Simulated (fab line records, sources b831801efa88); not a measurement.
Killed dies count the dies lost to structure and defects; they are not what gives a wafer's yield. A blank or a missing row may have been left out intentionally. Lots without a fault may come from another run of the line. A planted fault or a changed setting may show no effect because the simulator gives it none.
fab line records	flow sky130
record lots=6	wafers=18	last_day=50
route steps=708 shown FIELD_ISO@6 PAD_OPEN@708
lots that met no fault: from a run of the same line without faults
start_h: the number of hours between the record's first day and the start of the first shown wafer of the lot	wait_h: time in hours since the lot's previous step	" same as the row above	L1.1+2: a row that stands for several wafers	- no value, or no start was given	* or withheld: withheld	< > ~ a bound
route shown NAME@n: a module of which the file shows steps, and the number in the route of the first	usual: mean/standard deviation taken from wafers without a fault	same: alike in all rows	chamber/n: place in a boat	sites: each site's reading	_std_site: the standard deviation of these	_edge_site: mean of outer sites minus mean of inner sites	radius_mm: for every site, how far away it sits from the centre of the wafer	mask NAME#n: copy n	behind: the most recent tool/chamber to have shaped the wafer	hold: cause of the lot's hold/its duration in hours/its outcome	device: which transistor (n, p or np) failed to switch	end of line: at the end of the route, the tests of the same wafers	step lacking rows: just its recipe	killed: the dies lost at the first sort to structure and to defects; this is not the yield of the wafer	map: a wafer's dies, x killed, . not, _ none there
set.NAME: the setting as run; set.NAME@STEP: as run at that earlier step	model.NAME: the simulator's own value behind a step, which no gauge read
lots seen at some steps along the route; tables by step, rows by wafer
services: the hour from which a tool's chamber was out of use, counted from the record's first day as start_h (under 0 if before that day), plus the number of hours and why
## steps
# step SKY_FIELD_ISO_DEHYDRATE_05
# recipe temp_c=200	time_s=60
# step SKY_FIELD_ISO_HMDS_06
# recipe prime_time_s=60	prime_temp_c=120
# step SKY_FIELD_ISO_COAT_07
# recipe resist=BARC	temp_c=withheld	time_s=withheld	spin_rpm=3072	resist_thk_nm=60
# step SKY_FIELD_ISO_COAT_08
# recipe resist=KrF-thick	spin_rpm=3000	resist_thk_nm=450
# step SKY_FIELD_ISO_SOFTBAKE_09
# recipe temp_c=100	time_s=90	resist=KrF-thick
# step SKY_FIELD_ISO_EXPOSE_10
# recipe mask_id=FOM	na=0.68	source_shape=annular	sigma_inner=0.4	sigma_outer=0.8	target_cd_nm=150	dose_mj=28
# step SKY_FIELD_ISO_PEB_11
# recipe peb_temp_c=withheld	peb_time_s=withheld	resist=KrF-thick
# step SKY_FIELD_ISO_DEVELOP_12
# recipe develop_time_s=60	resist=KrF-thick	dev_temp_c=21
# step SKY_FIELD_ISO_CD_MEAS_13
# recipe target_cd_nm=150
# usual cd_nm=149.9/1.4
lot.wafer	tool	chamber	start_h	wait_h	cd_nm
L720.2	cd_sem-02	-	29.64	-	148.7
L720.4	"	-	"	"	148.3
L720.6	"	-	"	"	148.6
L728.1	cd_sem-02	-	73.30	-	150.9
L728.5	"	-	"	"	149.8
L728.6	"	-	"	"	149.4
L735.1	cd_sem-02	-	109.92	-	147.5
L735.3	"	-	"	"	148.3
L735.4	"	-	"	"	148.0
L737.2	cd_sem-02	-	119.39	-	150.9
L737.5	"	-	"	"	149.8
L737.6	"	-	"	"	149.8
L740.3	cd_sem-01	-	135.75	-	149.3
L740.4	"	-	"	"	150.3
L740.5	"	-	"	"	149.2
L741.3	cd_sem-02	-	137.71	-	146.9
L741.5	"	-	"	"	149.3
L741.6	"	-	"	"	149.8
# step SKY_FIELD_ISO_ETCH_14
# recipe chemistry=N2/H2	target=BARC	ion_energy_ev=200	source_w=500	bias_w=100	pressure_mtorr=30	n2_flow_sccm=100	h2_flow_sccm=200	stop_on=SiO2	time_s=45.9	target_depth_a=600
# usual bias_w=99.99/0.26	drypump_motor_current_A=5.7/0.44	oes_product_au=0.850/0.0046	throttle_valve_pct=13.223/0.0091
lot.wafer	tool	chamber	start_h	wait_h	bias_w	drypump_motor_current_A	oes_product_au	rf_hours_counter_h	throttle_valve_pct
L720.2	rie_diel-01	1	29.74	0.1	99.57	6.0	0.847	30	13.208
L720.4	"	0	"	"	100.02	5.6	0.852	142	13.222
L720.6	"	0	"	"	100.01	5.6	0.854	-	13.200
L728.1	rie_diel-01	0	73.42	0.1	99.63	5.6	0.855	143	13.213
L728.5	"	3	"	"	99.89	6.3	0.843	-	13.227
L728.6	"	2	"	"	100.09	6.0	0.855	-	13.230
L735.1	rie_diel-02	1	110.04	0.1	100.19	5.5	0.850	136	13.210
L735.3	"	3	"	"	100.28	5.0	0.847	30	13.217
L735.4	"	2	"	"	100.22	5.8	0.853	72	13.227
L737.2	rie_diel-02	2	119.49	0.1	100.11	5.8	0.845	72	13.221
L737.5	"	1	"	"	100.41	5.5	0.854	-	13.212
L737.6	"	0	"	"	99.97	5.7	0.857	-	13.244
L740.3	rie_diel-02	1	135.83	0.1	100.06	5.5	0.843	136	13.209
L740.4	"	0	"	"	100.05	5.7	0.844	127	13.216
L740.5	"	1	"	"	99.88	5.5	0.854	-	13.212
L741.3	rie_diel-01	3	137.79	0.1	100.25	6.3	0.848	1	13.232
L741.5	"	1	"	"	100.05	6.0	0.851	-	13.225
L741.6	"	2	"	"	99.89	6.0	0.858	-	13.219
# step SKY_FIELD_ISO_ETCH_15
# recipe chemistry=CHF3/O2	target_depth_nm=180	stop_on=Si	source_w=600	bias_w=200	pressure_mtorr=40	chf3_flow_sccm=50	O2_flow_sccm=5	time_s=72
# usual O2_flow_sccm=4.998/0.014	bias_w=200.0/0.54	drypump_motor_current_A=5.7/0.44	oes_product_au=0.947/0.0076	throttle_valve_pct=8.844/0.0086
lot.wafer	tool	chamber	start_h	wait_h	O2_flow_sccm	bias_w	drypump_motor_current_A	oes_product_au	rf_hours_counter_h	throttle_valve_pct
L720.2	rie_diel-01	1	29.78	0.0	4.980	199.1	6.0	0.945	30	8.835
L720.4	"	0	"	"	5.015	200.0	5.5	0.947	142	8.851
L720.6	"	0	"	"	5.004	200.3	5.5	0.952	-	8.837
L728.1	rie_diel-01	0	73.46	0.0	5.020	200.0	5.6	0.938	143	8.859
L728.5	"	3	"	"	5.019	199.2	6.2	0.952	-	8.837
L728.6	"	2	"	"	5.017	199.9	6.0	0.944	-	8.852
L735.1	rie_diel-02	1	110.08	0.0	5.013	200.3	5.5	0.960	136	8.831
L735.3	"	3	"	"	4.979	200.4	5.0	0.948	30	8.859
L735.4	"	2	"	"	4.979	201.0	5.8	0.955	72	8.840
L737.2	rie_diel-02	2	119.53	0.0	4.989	199.9	5.8	0.952	72	8.841
L737.5	"	1	"	"	5.006	200.3	5.5	0.941	-	8.831
L737.6	"	0	"	"	5.021	199.6	5.7	0.941	-	8.841
L740.3	rie_diel-02	1	135.88	0.0	4.991	200.4	5.5	0.950	136	8.835
L740.4	"	0	"	"	5.012	199.8	5.7	0.949	127	8.836
L740.5	"	1	"	"	4.994	199.6	5.5	0.954	-	8.836
L741.3	rie_diel-01	3	137.83	0.0	4.985	200.0	6.2	0.956	1	8.853
L741.5	"	1	"	"	4.984	200.3	6.0	0.943	-	8.841
L741.6	"	2	"	"	4.978	199.2	6.0	0.955	-	8.861
# step SKY_FIELD_ISO_STRIP_16
# recipe chemistry=O2/N2	power_w=1400	pressure_mtorr=1500	platen_temp_c=withheld	o2_flow_sccm=3000	n2_flow_sccm=300	overash_fraction=0.5
# usual drypump_motor_current_A=6.13/0.15	oes_product_au=0.377/0.0049	strip_time_to_endpoint_s=3.52/0.039
lot.wafer	tool	chamber	start_h	wait_h	drypump_motor_current_A	oes_product_au	rf_hours_counter_h	strip_time_to_endpoint_s
L720.2	plasma_asher-01	0	29.84	0.0	6.14	0.381	22	3.52
L720.4	"	0	"	"	6.13	0.376	-	3.50
L720.6	"	1	"	"	6.13	0.373	-	3.50
L728.1	plasma_asher-03	0	73.52	0.0	6.46	0.373	39	3.48
L728.5	"	1	"	"	5.79	0.375	-	3.55
L728.6	"	0	"	"	6.47	0.377	-	3.50
L735.1	plasma_asher-01	0	110.14	0.0	6.15	0.380	30	3.57
L735.3	"	1	"	"	6.16	0.378	-	3.49
L735.4	"	0	"	"	6.13	0.378	-	3.57
L737.2	plasma_asher-04	1	119.59	0.0	6.28	0.380	43	3.58
L737.5	"	1	"	"	6.33	0.379	-	3.57
L737.6	"	0	"	"	5.98	0.384	-	3.53
L740.3	plasma_asher-01	0	135.97	0.1	6.14	0.385	-	3.55
L740.4	"	1	"	"	6.10	0.381	-	3.54
L740.5	"	0	"	"	6.15	0.376	-	3.54
L741.3	plasma_asher-01	0	137.92	0.1	6.15	0.377	-	3.57
L741.5	"	0	"	"	6.17	0.379	-	3.46
L741.6	"	1	"	"	6.10	0.372	-	3.51
# step SKY_FIELD_ISO_ETCH_17
# recipe target_depth_a=3420	mask_material=Si3N4	chemistry=HBr/Cl2/O2	target=Si	taper_deg=5	icp_w=600	bias_w=150	pressure_mtorr=15	HBr_flow_sccm=150	Cl2_flow_sccm=40	O2_flow_sccm=6	time_s=97.7
# usual O2_flow_sccm=6.000/0.017	bias_w=150.1/0.45	drypump_motor_current_A=5.8/0.49	oes_product_au=0.996/0.0085	throttle_valve_pct=25.660/0.011
lot.wafer	tool	chamber	start_h	wait_h	O2_flow_sccm	bias_w	drypump_motor_current_A	oes_product_au	rf_hours_counter_h	throttle_valve_pct
L720.2	rie_si-02	0	29.94	0.1	5.996	149.5	5.8	0.982	6	25.652
L720.4	"	2	"	"	6.000	149.3	5.6	1.017	157	25.659
L720.6	"	1	"	"	5.993	149.7	6.6	1.002	-	25.669
L728.1	rie_si-01	1	73.62	0.1	6.005	150.5	5.9	0.985	33	25.668
L728.5	"	2	"	"	5.980	149.6	5.8	1.004	-	25.662
L728.6	"	3	"	"	5.969	149.2	4.8	0.986	-	25.659
L735.1	rie_si-01	0	110.24	0.1	5.996	155.6	6.3	0.996	95	25.651
L735.3	"	2	"	"	5.956	155.1	5.9	1.010	0	25.668
L735.4	"	3	"	"	5.988	156.1	4.8	0.995	93	25.657
L737.2	rie_si-01	0	119.69	0.1	5.997	155.3	6.3	1.006	95	25.657
L737.5	"	3	"	"	6.024	155.5	4.8	0.996	-	25.676
L737.6	"	0	"	"	5.988	156.2	6.3	0.997	-	25.643
L740.3	rie_si-02	0	136.03	0.0	6.010	150.4	5.7	1.000	7	25.672
L740.4	"	0	"	"	6.005	150.1	5.8	0.994	-	25.673
L740.5	"	2	"	"	6.030	150.0	5.6	1.002	-	25.650
L741.3	rie_si-02	3	137.99	0.0	6.003	150.0	6.1	1.012	110	25.652
L741.5	"	2	"	"	5.971	149.8	5.6	0.991	-	25.658
L741.6	"	0	"	"	6.000	150.5	5.8	0.989	-	25.669
# step SKY_FIELD_ISO_WET_ETCH_18
# recipe chemistry=H3PO4	target_depth_nm=25	temp_c=160	target=Si3N4	time_s=286
# step SKY_PAD_OPEN_PROBE_99
# usual killed_at_M0_to_M3=44/7.3	killed_at_M4_up=3.1/1.9	killed_at_contacts=24/5.3	killed_at_front_end=15/4	killed_at_other=0.4/0.6	killed_dies=86/9.2	killed_open=47/6.9	killed_short=39/6.9
# same gross_dies=492	killed_at_back_side=0
lot.wafer	tool	chamber	start_h	wait_h	killed_at_M0_to_M3	killed_at_M4_up	killed_at_contacts	killed_at_front_end	killed_at_other	killed_dies	killed_open	killed_short
L720.2	prober-02	-	1067.78	0.1	66	2	17	15	2	102	55	47
L720.4	prober-02	-	1067.88	0.2	46	2	27	23	0	98	61	37
L720.6	prober-02	-	1067.98	0.2	46	4	20	12	1	83	54	29
L728.1	prober-02	-	1124.52	0.1	39	2	26	17	0	84	52	32
L728.5	prober-02	-	1124.72	0.2	31	2	26	16	0	75	43	32
L728.6	prober-02	-	1124.77	0.2	48	4	22	19	0	93	56	37
L735.1	prober-01	-	1170.40	0.1	36	4	25	16	0	81	39	42
L735.3	prober-01	-	1170.50	0.2	38	0	23	15	0	76	45	31
L735.4	prober-01	-	1170.55	0.2	37	2	20	21	1	81	47	33
L741.3	prober-01	-	1188.89	0.2	25	2	25	13	0	65	37	28
L741.5	prober-01	-	1188.99	0.2	46	5	30	9	1	91	50	40
L741.6	prober-01	-	1189.04	0.2	41	4	19	15	0	79	44	35
# killed by level:class
L720.2 VIA1:geometric_particle:open=19 VIA2:geometric_particle:open=9 METAL3:geometric_particle:short=7 LI_CONTACT:geometric_particle:open=7 VIA3:geometric_particle:open=6 VIA2:geometric_particle:short=6 VIA3:geometric_particle:short=6 CONTACT:geometric_particle:open=5
L720.4 VIA1:geometric_particle:open=13 LI_CONTACT:geometric_particle:open=11 CONTACT:geometric_particle:open=10 FIELD_ISO:geometric_particle:open=8 VIA2:geometric_particle:open=8 FIELD_ISO:geometric_particle:short=6 VIA1:geometric_particle:short=6 VIA3:geometric_particle:open=5
L720.6 VIA1:geometric_particle:open=13 VIA3:geometric_particle:open=9 CONTACT:geometric_particle:open=8 VIA2:geometric_particle:open=7 LI_CONTACT:geometric_particle:open=6 POLY_GATE:geometric_particle:short=5 VIA1:geometric_particle:short=5 LOCAL_INTERCONNECT:geometric_particle:short=4
L728.1 CONTACT:geometric_particle:open=10 VIA2:geometric_particle:open=10 LI_CONTACT:geometric_particle:open=7 VIA1:geometric_particle:open=6 FIELD_ISO:geometric_particle:open=5 VIA1:geometric_particle:short=5 FIELD_ISO:geometric_particle:short=4 POLY_GATE:geometric_particle:open=4
L728.5 CONTACT:geometric_particle:open=9 POLY_GATE:geometric_particle:open=6 VIA1:geometric_particle:open=6 VIA2:geometric_particle:open=6 LI_CONTACT:geometric_particle:open=5 LOCAL_INTERCONNECT:geometric_particle:short=5 LI_CONTACT:geometric_particle:short=4 VIA3:geometric_particle:open=4
L728.6 CONTACT:geometric_particle:open=12 VIA1:geometric_particle:open=9 FIELD_ISO:geometric_particle:open=8 VIA3:geometric_particle:open=7 POLY_GATE:geometric_particle:open=5 METAL1:geometric_particle:short=5 VIA2:geometric_particle:open=5 METAL3:geometric_particle:short=5
L735.1 LI_CONTACT:geometric_particle:open=8 VIA1:geometric_particle:open=8 CONTACT:geometric_particle:short=7 POLY_GATE:geometric_particle:open=6 METAL2:geometric_particle:short=6 CONTACT:geometric_particle:open=5 METAL1:geometric_particle:short=5 VIA1:geometric_particle:short=4
L735.3 VIA1:geometric_particle:open=12 CONTACT:geometric_particle:open=8 LI_CONTACT:geometric_particle:open=5 LI_CONTACT:geometric_particle:short=5 VIA2:geometric_particle:open=5 VIA1:geometric_particle:short=4 METAL2:geometric_particle:short=4 VIA2:geometric_particle:short=4
L735.4 VIA1:geometric_particle:open=10 METAL1:geometric_particle:short=9 FIELD_ISO:geometric_particle:open=8 CONTACT:geometric_particle:open=8 LI_CONTACT:geometric_particle:open=7 VIA3:geometric_particle:open=5 FIELD_ISO:geometric_particle:short=4 VIA2:geometric_particle:open=4
L741.3 LI_CONTACT:geometric_particle:open=7 LOCAL_INTERCONNECT:geometric_particle:short=7 CONTACT:geometric_particle:open=6 POLY_GATE:geometric_particle:short=5 LI_CONTACT:geometric_particle:short=4 VIA3:geometric_particle:open=4 VIA2:geometric_particle:open=4 METAL1:geometric_particle:open=3
L741.5 VIA1:geometric_particle:open=16 LI_CONTACT:geometric_particle:open=13 VIA2:geometric_particle:open=8 LOCAL_INTERCONNECT:geometric_particle:short=5 CONTACT:geometric_particle:open=5 METAL4:geometric_particle:short=5 POLY_GATE:geometric_particle:short=4 LI_CONTACT:geometric_particle:short=4
L741.6 VIA3:geometric_particle:open=14 LI_CONTACT:geometric_particle:open=8 VIA1:geometric_particle:short=7 CONTACT:geometric_particle:open=6 POLY_GATE:geometric_particle:short=4 POLY_GATE:geometric_particle:open=4 METAL2:geometric_particle:short=4 METAL4:geometric_particle:short=4
## services
tool	chamber	start_h	hours	kind
rie_diel-01	-	13.59	0.9	repair
rie_si-02	0	17.52	1.5	repair
rie_diel-01	3	21.52	3.6	repair
rie_diel-02	-	28.17	9.7	repair
plasma_asher-03	-	34.10	2.8	pm
plasma_asher-04	-	37.37	3.4	repair
rie_diel-01	1	39.20	2.4	repair
plasma_asher-03	-	47.26	1.8	repair
rie_si-02	2	48.46	-	clean
rie_si-02	2	48.46	16.8	scheduled_down
rie_si-02	2	48.46	16.8	vent_cycle
plasma_asher-03	-	49.29	1.9	repair
plasma_asher-04	-	63.98	15.6	pm
rie_diel-01	3	86.61	-	clean
rie_diel-01	3	86.61	14.0	scheduled_down
rie_diel-01	3	86.61	14.0	vent_cycle
rie_si-01	-	88.37	2.1	repair
rie_diel-01	3	104.66	2.5	repair
plasma_asher-03	-	108.75	9.0	pm
rie_si-02	2	120.80	0.9	repair
rie_si-01	-	122.31	19.5	repair
rie_diel-01	3	124.77	4.1	repair
rie_diel-01	-	125.29	2.2	repair
rie_si-02	1	130.62	3.2	repair
## key
first_sign step=SKY_FIELD_ISO_ETCH_17	reading=bias_w	direction=up	sigmas=12	usual=150.1	struck=155.7
effect none on later readings
met_at SKY_FIELD_ISO_ETCH_17
struck_wafers L735.1,L735.3,L735.4,L737.2,L737.5,L737.6
tester_left_out L735,L737
onset_between 73.62 110.24
fault kind=process_parameter_drift	tool=rie_si-01	chamber=-	onset_h=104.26	steps=SKY_FIELD_ISO_ETCH_17	channel=bias_w	offset=5.4832	shape=step	end_h=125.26	acts_in=these_recipes_only	stated=150
# tester_left_out: of these lots the tester's yield and bins aren't shown, on N5 and GAA mostly nor the transistor test; their killed dies are dies lost to structure and defects alone, not to doping, threshold or leakage, so they don't give the yield
